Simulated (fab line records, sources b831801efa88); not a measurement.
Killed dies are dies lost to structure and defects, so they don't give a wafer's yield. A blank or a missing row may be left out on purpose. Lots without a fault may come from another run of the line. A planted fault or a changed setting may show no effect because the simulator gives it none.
fab line records | flow gf180mcu
record lots=15 wafers=45 last_day=34
route steps=602 shown VT_IMPLANT@132 HV_LDD@221 NSD@247
lots that met no fault: from a run of the same line without faults
start_h: hours from the record's first day to the start of the lot's first wafer shown | wait_h: hours since the lot's step before | " the same as in the row above | L1.1+2: a row that stands for several wafers | - no value, or no start given | * or withheld: withheld | < > ~ a bound
route shown NAME@n: a module of which the file shows steps, and the number in the route of the first | usual: mean/standard deviation of fault-free wafers | same: alike in all rows | chamber/n: place in a boat | sites: the reading at each site | _std_site: their standard deviation | _edge_site: outer sites' mean less inner sites' | radius_mm: how far each site lies from the wafer's centre | mask NAME#n: copy n | behind: the tool/chamber that last shaped the wafer | hold: why the lot was held/for how many hours/how that ended | device: the transistor (n, p or np) that didn't switch | end of line: the same wafers' tests at the end of the route | a step without rows: its recipe alone | killed: dies lost to structure and defects at the first sort, not the wafer's yield | map: a wafer's dies, x killed, . not, _ none there
set.NAME: the setting as run; set.NAME@STEP: as run at that earlier step | model.NAME: the simulator's own value behind a step, which no gauge read
steps of the route over a sample of lots; a table a step, a row a wafer
services: from which hour (start_h, from the record's first day; less than 0 if before it) a tool's chamber was out of use, for how many hours, and why
## steps
# step GF_VT_IMPLANT_STRIP_42
# recipe chemistry=O2/N2 power_w=1400 pressure_mtorr=1500 platen_temp_c=250 o2_flow_sccm=3000 n2_flow_sccm=300 overash_fraction=0.5
# usual drypump_motor_current_A=6.0/0.62 heater_power_w=334/43 oes_product_au=0.716/0.0041 platen_temp_c=249.98/0.2 strip_time_to_endpoint_s=12.66/0.03
# columns lot.wafer tool chamber start_h wait_h drypump_motor_current_A heater_power_w oes_product_au platen_temp_c rf_hours_counter_h strip_time_to_endpoint_s
L436.2 plasma_asher-01 1 157.54 0.1 5.8 373 0.718 250.00 38 12.65
L436.3 " 0 " " 6.6 255 0.713 249.88 - 12.63
L436.5 " 1 " " 5.8 382 0.710 249.95 - 12.66
L437.1 plasma_asher-02 1 165.37 0.1 6.2 373 0.718 250.09 5 12.65
L437.2 " 0 " " 5.1 355 0.716 249.94 5 12.69
L437.3 " 0 " " 5.0 353 0.724 250.03 - 12.62
L438.1 plasma_asher-02 1 172.89 0.1 6.2 373 0.718 250.50 6 12.62
L438.3 " 1 " " 6.2 381 0.716 249.92 - 12.61
L438.6 " 0 " " 5.1 349 0.716 250.08 - 12.68
L439.2 plasma_asher-02 1 176.07 0.1 6.2 384 0.708 250.24 6 12.65
L439.5 " 1 " " 6.3 375 0.711 250.29 - 12.64
L439.6 " 0 " " 5.1 344 0.710 249.90 - 12.63
L440.2 plasma_asher-04 0 184.35 0.1 6.7 335 0.720 249.91 53 12.64
L440.3 " 1 " " 5.3 308 0.720 250.11 - 12.63
L440.6 " 1 " " 5.3 313 0.713 250.14 - 12.66
L441.3 plasma_asher-04 0 189.37 0.1 6.7 350 0.715 250.00 - 12.68
L441.5 " 1 " " 5.3 320 0.717 249.77 - 12.67
L441.6 " 0 " " 6.7 334 0.717 250.17 - 12.68
L442.3 plasma_asher-04 1 194.87 0.1 5.3 311 0.707 250.05 - 12.66
L442.4 " 0 " " 6.7 343 0.705 249.89 - 12.65
L442.6 " 1 " " 5.3 315 0.711 250.01 - 12.66
L444.3 plasma_asher-02 0 212.95 0.1 5.1 356 0.717 250.18 - 12.64
L444.4 " 1 " " 6.2 390 0.713 249.84 - 12.61
L444.6 " 0 " " 5.1 350 0.713 249.99 - 12.62
L445.1 plasma_asher-02 1 216.42 0.1 6.3 377 0.715 249.90 11 12.67
L445.2 " 0 " " 5.0 354 0.726 249.95 11 12.68
L445.3 " 0 " " 5.1 352 0.725 249.89 - 12.66
L447.1 plasma_asher-02 1 232.40 0.1 6.2 377 0.712 250.36 13 12.65
L447.5 " 1 " " 6.2 375 0.715 250.10 - 12.58
L447.6 " 0 " " 5.1 343 0.717 249.73 - 12.61
L448.1 plasma_asher-01 0 236.55 0.1 6.6 255 0.714 249.91 43 12.63
L448.3 " 1 " " 5.8 369 0.720 250.06 - 12.63
L448.5 " 0 " " 6.6 262 0.718 250.21 - 12.64
L449.2 plasma_asher-04 0 243.17 0.1 6.7 332 0.715 249.69 60 12.63
L449.4 " 1 " " 5.3 313 0.716 249.99 - 12.66
L449.5 " 0 " " 6.7 337 0.721 250.00 - 12.64
L450.3 plasma_asher-01 0 251.95 0.1 6.6 259 0.718 250.19 - 12.71
L450.4 " 1 " " 5.8 366 0.713 249.93 - 12.65
L450.6 " 0 " " 6.6 250 0.712 250.07 - 12.65
L458.1 plasma_asher-01 1 305.31 0.1 5.8 375 0.714 249.77 50 12.68
L458.3 " 0 " " 6.6 258 0.722 249.99 - 12.68
L458.4 " 1 " " 5.8 364 0.717 249.64 - 12.68
L459.1 plasma_asher-02 0 311.91 0.1 5.1 356 0.710 249.87 21 12.71
L459.2 " 1 " " 6.2 364 0.717 250.07 21 12.69
L459.5 " 0 " " 5.1 357 0.714 249.65 - 12.73
# step GF_HV_LDD_DEVELOP_45
# recipe develop_time_s=60 dev_temp_c=23
# usual chill_plate_temp_C=23.00/0.09 develop_time_s=60/0
# columns lot.wafer tool chamber start_h wait_h chill_plate_temp_C develop_time_s
L436.2 litho_track-03 0 280.35 0.1 23.01 60
L436.3 " 0 " " 23.01 60
L436.5 " 0 " " 23.02 60
L437.1 litho_track-02 0 289.41 0.1 23.02 60
L437.2 " 0 " " 23.02 60
L437.3 " 0 " " 23.12 60
L438.1 litho_track-01 0 292.27 0.1 22.90 60
L438.3 " 0 " " 23.04 60
L438.6 " 0 " " 23.10 60
L439.2 litho_track-01 0 302.60 0.1 23.00 60
L439.5 " 0 " " 22.88 60
L439.6 " 0 " " 22.94 60
L440.2 litho_track-02 0 309.34 0.1 22.91 60
L440.3 " 0 " " 22.80 60
L440.6 " 0 " " 23.02 60
L441.3 litho_track-03 0 317.33 0.1 23.06 60
L441.5 " 0 " " 22.91 60
L441.6 " 0 " " 22.94 60
L442.3 litho_track-03 0 321.43 0.1 23.04 60
L442.4 " 0 " " 23.09 60
L442.6 " 0 " " 23.14 60
L444.3 litho_track-02 0 341.56 0.1 23.00 60
L444.4 " 0 " " 23.02 60
L444.6 " 0 " " 23.02 60
L445.1 litho_track-03 0 348.03 0.1 23.03 60
L445.2 " 0 " " 22.99 60
L445.3 " 0 " " 23.02 60
L447.1 litho_track-02 0 363.61 0.1 22.94 60
L447.5 " 0 " " 23.16 60
L447.6 " 0 " " 23.08 60
L448.1 litho_track-02 - 368.66 0.1 - -
L448.3 " - " " - -
L448.5 " - " " - -
L449.2 litho_track-01 - 379.05 0.1 - -
L449.4 " - " " - -
L449.5 " - " " - -
L450.3 litho_track-02 - 385.71 0.1 - -
L450.4 " - " " - -
L450.6 " - " " - -
L458.1 litho_track-01 0 448.52 0.1 23.01 60
L458.3 " 0 " " 23.07 60
L458.4 " 0 " " 22.96 60
L459.1 litho_track-01 0 458.82 0.1 23.06 60
L459.2 " 0 " " 22.92 60
L459.5 " 0 " " 23.23 60
# step GF_HV_LDD_RTA_52
# recipe temp_c=1000 time_s=10 ambient=N2
# usual chamber_o2_ppm=1.996/0.02 lamp_power_pct=34.6/0.97 wafer_temp_C_max=1006.4/1.5
# columns lot.wafer tool chamber start_h wait_h chamber_o2_ppm lamp_power_pct wafer_temp_C_max
L436.2 rtp_anneal-02 0 281.01 0.0 2.014 33.6 1005.8
L436.3 " 0 " " 2.002 33.6 1005.9
L436.5 " 0 " " 2.010 33.6 1007.5
L437.1 rtp_anneal-01 0 290.08 0.0 1.971 35.5 1004.9
L437.2 " 0 " " 1.986 35.5 1005.9
L437.3 " 0 " " 1.991 35.6 1005.3
L438.1 rtp_anneal-01 0 292.94 0.0 1.988 35.5 1004.9
L438.3 " 0 " " 1.987 35.5 1006.5
L438.6 " 0 " " 2.015 35.5 1004.5
L439.2 rtp_anneal-01 0 303.26 0.0 2.000 35.5 1004.3
L439.5 " 0 " " 2.036 35.6 1005.6
L439.6 " 0 " " 1.994 35.5 1005.1
L440.2 rtp_anneal-02 0 309.99 0.0 2.010 33.7 1006.8
L440.3 " 0 " " 2.014 33.6 1007.6
L440.6 " 0 " " 2.005 33.6 1008.6
L441.3 rtp_anneal-02 0 317.97 0.0 2.019 33.6 1009.7
L441.5 " 0 " " 1.983 33.6 1008.1
L441.6 " 0 " " 2.019 33.6 1008.4
L442.3 rtp_anneal-02 0 322.07 0.0 2.007 33.6 1006.8
L442.4 " 0 " " 1.993 33.6 1010.7
L442.6 " 0 " " 1.971 33.7 1007.9
L444.3 rtp_anneal-02 0 342.20 0.0 2.002 33.6 1007.9
L444.4 " 0 " " 1.989 33.6 1007.4
L444.6 " 0 " " 2.006 33.6 1006.1
L445.1 rtp_anneal-01 0 348.69 0.0 2.006 35.5 1006.3
L445.2 " 0 " " 2.006 35.5 1004.0
L445.3 " 0 " " 1.999 35.5 1003.7
L447.1 rtp_anneal-01 0 364.28 0.0 1.984 35.5 1005.5
L447.5 " 0 " " 2.011 35.5 1005.2
L447.6 " 0 " " 2.000 35.5 1004.8
L448.1 rtp_anneal-02 0 369.33 0.0 2.009 33.5 1007.2
L448.3 " 0 " " 2.013 33.6 1010.5
L448.5 " 0 " " 1.978 33.6 1009.5
L449.2 rtp_anneal-02 0 379.70 0.0 1.994 33.6 1007.1
L449.4 " 0 " " 2.009 33.6 1004.9
L449.5 " 0 " " 2.003 33.6 1006.6
L450.3 rtp_anneal-02 0 386.35 0.0 2.018 33.6 1005.4
L450.4 " 0 " " 2.005 33.6 1009.8
L450.6 " 0 " " 1.974 33.6 1006.5
L458.1 rtp_anneal-01 0 449.19 0.0 1.968 35.6 1005.7
L458.3 " 0 " " 1.980 35.6 1005.5
L458.4 " 0 " " 1.984 35.6 1006.2
L459.1 rtp_anneal-01 0 459.49 0.0 2.007 35.5 1007.7
L459.2 " 0 " " 2.030 35.5 1004.6
L459.5 " 0 " " 2.022 35.5 1005.4
# step GF_NSD_TW_MEAS_12
# usual NSD_TW=4237/30
# columns lot.wafer tool chamber start_h wait_h NSD_TW
L436.2 film_metro-01 - 304.88 0.1 4159
L436.3 " - " " 4149
L436.5 " - " " 4179
L437.1 film_metro-02 - 313.39 0.1 4264
L437.2 " - " " 4263
L437.3 " - " " 4263
L438.1 film_metro-02 - 316.56 0.1 4280
L438.3 " - " " 4288
L438.6 " - " " 4299
L439.2 film_metro-01 - 327.19 0.1 4216
L439.5 " - " " 4227
L439.6 " - " " 4254
L440.2 film_metro-04 - 334.12 0.1 4250
L440.3 " - " " 4263
L440.6 " - " " 4263
L441.3 film_metro-02 - 341.98 0.1 4227
L441.5 " - " " 4247
L441.6 " - " " 4253
L442.3 film_metro-01 - 347.79 0.1 4266
L442.4 " - " " 4240
L442.6 " - " " 4226
L444.3 film_metro-01 - 368.10 0.1 4213
L444.4 " - " " 4191
L444.6 " - " " 4214
L445.1 film_metro-04 - 374.01 0.1 4248
L445.2 " - " " 4248
L445.3 " - " " 4250
L447.1 film_metro-02 - 390.37 0.1 4291
L447.5 " - " " 4297
L447.6 " - " " 4312
L458.1 film_metro-02 - 476.27 0.1 4227
L458.3 " - " " 4243
L458.4 " - " " 4240
L459.1 film_metro-04 - 486.12 0.1 4267
L459.2 " - " " 4243
L459.5 " - " " 4236
## services
# columns tool chamber start_h hours kind
plasma_asher-01 - 172.86 24.5 repair
plasma_asher-01 - 202.65 2.8 pm
plasma_asher-04 - 267.46 3.6 repair
plasma_asher-04 - 345.49 1.9 repair
rtp_anneal-01 - 373.64 2.4 pm
## key
first_sign step=GF_HV_LDD_DEVELOP_45 reading=tool_record direction=missing
effect none on later readings
met_at GF_HV_LDD_DEVELOP_45
struck_lots L448,L449,L450
later_rows_left_out L448.1,L448.3,L448.5,L449.2,L449.4,L449.5,L450.3,L450.4,L450.6
sort_left_out L448.1,L448.3,L448.5,L449.2,L449.4,L449.5,L450.3,L450.4,L450.6
tester_left_out L448,L449,L450
not_acting_at GF_VT_IMPLANT_STRIP_42,GF_HV_LDD_RTA_52,GF_NSD_TW_MEAS_12
onset_between 363.61 368.66
fault kind=skipped_step_whole tool=litho_track-01,litho_track-02 chamber=- onset_h=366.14 steps=GF_HV_LDD_DEVELOP_45 scope=struck_lots_only
# tester_left_out: of these lots the tester's yield and bins aren't shown, on N5 and GAA mostly nor the transistor test; their killed dies are dies lost to structure and defects alone, not to doping, threshold or leakage, so they don't give the yield
# sort_left_out: the simulated sort isn't trusted on such a fault, so these wafers' sort isn't shown, and their yield isn't known
# later_rows_left_out: the simulator's readings of these wafers behind a module that went badly wrong aren't trusted and aren't shown, but for the sort
